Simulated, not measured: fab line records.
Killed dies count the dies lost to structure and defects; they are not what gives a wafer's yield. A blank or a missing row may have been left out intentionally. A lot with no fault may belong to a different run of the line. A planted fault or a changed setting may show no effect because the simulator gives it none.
Comparing a struck lot with a sound one | flow sky130 | 16 steps out of a route of 708
Sound: wafers L396.1, L396.2, L396.5. Wafers L392.1, L392.3 were the ones struck. The cause comes at the end.
Each step with rows lists, per side, the tool, then ch with its chambers, then its first start. Under that, the readings that differ: sound wafers | struck wafers | difference of the means | sigmas: that difference in standard deviations of wafers without a fault.
alike: readings with means less than 2 such deviations apart, plus words and numbers identical on both sides. not compared: withheld readings, readings lacking a value on some wafer, bounds such as >300 that could conceal the same value, and numbers that have no deviation in the record and whose values overlap.
A row with sigmas, a row that says differs or no value, or rows on one side alone: a step with any of these is where the two part. Non-overlapping numbers with no deviation appear without sigmas and do not part them. A reading that every wafer of one side lacks parts them only if that side has two wafers or more.

first, 7 steps without rows for these wafers: SKY_METAL4_HMDS_06 (prime time 60 s); SKY_METAL4_COAT_07 (resist thk 60 nm); SKY_METAL4_COAT_08 (resist thk 1140 nm); SKY_METAL4_SOFTBAKE_09 (time 90 s); SKY_METAL4_EXPOSE_10 (exposes mask MM4, target cd 300 nm); SKY_METAL4_PEB_11; SKY_METAL4_DEVELOP_12 (develop time 60 s).
SKY_METAL4_CD_MEAS_13: target cd 300 nm.
  sound: cd_sem-02 at day 46 20:58; struck: cd_sem-02 at day 45 20:46
  alike: cd_nm
SKY_METAL4_OVL_MEAS_14:
  sound: overlay-01 at day 46 21:05; struck: overlay-02 at day 45 20:53
  alike: METAL4_OVL
SKY_METAL4_DESCUM_15: chemistry O2, time 8 s.
  sound on rie_metal-03 ch 0,1, day 46 21:07; struck on rie_metal-01 ch 1, day 45 20:55
  alike: drypump_motor_current_A, oes_product_au
  not compared: rf_hours_counter_h
SKY_METAL4_ETCH_16: etches BARC in N2/H2, stops on SiO2, time 88.2 s, target depth 60 nm.
  sound on rie_metal-03 ch 0,1, day 46 21:10; struck on rie_metal-01 ch 1, day 45 20:58
  alike: bias_w, drypump_motor_current_A, n2_flow_sccm, oes_product_au, throttle_valve_pct
  not compared: rf_hours_counter_h
SKY_METAL4_ETCH_17: etches SiO2 in C4F8/O2/Ar, stops on TiN, time 3.9 s, target depth 15 nm.
  sound on rie_diel-04 ch 0,1, day 46 21:15; struck on rie_diel-02 ch 1,3, day 45 21:03
  reading    | sound          | struck    | difference | sigmas
  bias_w (W) | 1209 1195 1207 | 1194 1194 | -10        | -2
  alike: oes_product_au
  not compared: rf_hours_counter_h
SKY_METAL4_METAL_ETCH_18: etches the open film in Cl2/BCl3, stops on SiO2, target depth 845 nm, time 183.1 s.
  sound on rie_metal-01 ch 0,1, day 46 21:16; struck on rie_metal-04 ch 1, day 45 21:04
  reading                                       | sound             | struck      | difference | sigmas
  drypump_motor_current_A (A)                   | 5.70 5.32 5.70    | 4.95 4.96   | -0.62      | -2
  oes_product_au (a.u.)                         | 0.867 0.871 0.870 | 0.719 0.717 | -0.151     | -26
  model.etch.depth_nm (nm)                      | 857.4 868.8 859.5 | 606.8 600.5 | -258.2     |
  model.METAL4.feature_depth_nm (nm)            | 857.4 868.8 859.5 | 606.8 600.5 | -258.2     |
  model.KrF-thick_of_METAL4_COAT_08.thk_nm (nm) | 542.1 523.4 537.2 | 774.5 778.8 | +242.4     |
  alike: bias_w, throttle_valve_pct
  not compared: rf_hours_counter_h
SKY_METAL4_STRIP_19: strips in O2/N2.
  sound on plasma_asher-02 ch 0,1, day 46 21:27; struck on plasma_asher-01 ch 0, day 45 21:15
  reading                      | sound             | struck      | difference | sigmas
  drypump_motor_current_A (A)  | 5.5 5.4 5.4       | 6.6 6.6     | +1.2       | +2
  oes_product_au (a.u.)        | 0.509 0.495 0.504 | 0.596 0.613 | +0.102     | +17
  strip_time_to_endpoint_s (s) | 6.69 6.49 6.63    | 8.95 9.00   | +2.37      | +28
  alike: n2_flow_sccm
  not compared: rf_hours_counter_h
then, 1 step without rows for these wafers: SKY_METAL4_STRIP_20 (strips in post etch residue remover, time 1200 s).
-- the record jumps here: 3 days lie between the struck wafers' starts before and after (it left off in module METAL4 and takes up again in module PAD_OPEN, whose first step shown is number 708 of the route) --
SKY_PAD_OPEN_PROBE_99:
  sound: prober-02 at day 50 05:16; struck: prober-01 at day 49 09:04
  reading                  | sound          | struck                                            | difference                   | sigmas
  hold                     | - - -          | await_dispo/2.5h/release await_dispo/2.5h/release | no value on the sound wafers |
  defect_limited_yield (%) | 82.7 85.6 83.3 | 0 0                                               | -84                          | -49
  killed_at_M4_up          | 3 4 1          | 419 424                                           | +419                         | +99 or more
  killed_dies              | 85 71 82       | 492 492                                           | +413                         | +49
  killed_on_rim            | 12 16 15       | 96 96                                             | +82                          | +21
  sort_bin_5_function (%)  | 8.9 7.7 10.8   | 95.3 94.1                                         | +85.6                        | +61
  sort_n_pass              | 407 421 410    | 0 0                                               | -413                         | -49
  sort_yield_pct (%)       | 82.7 85.6 83.3 | 0 0                                               | -84                          | -49
  alike: killed_at_M0_to_M3, killed_at_contacts, killed_at_front_end, killed_at_other, killed_open, killed_short, sort_bin_3_pad_short, sort_bin_6_memory

== WHERE THEY PART ==
First at SKY_METAL4_ETCH_17; last, within this record, at SKY_PAD_OPEN_PROBE_99.

WHY: the cause the simulator had injected
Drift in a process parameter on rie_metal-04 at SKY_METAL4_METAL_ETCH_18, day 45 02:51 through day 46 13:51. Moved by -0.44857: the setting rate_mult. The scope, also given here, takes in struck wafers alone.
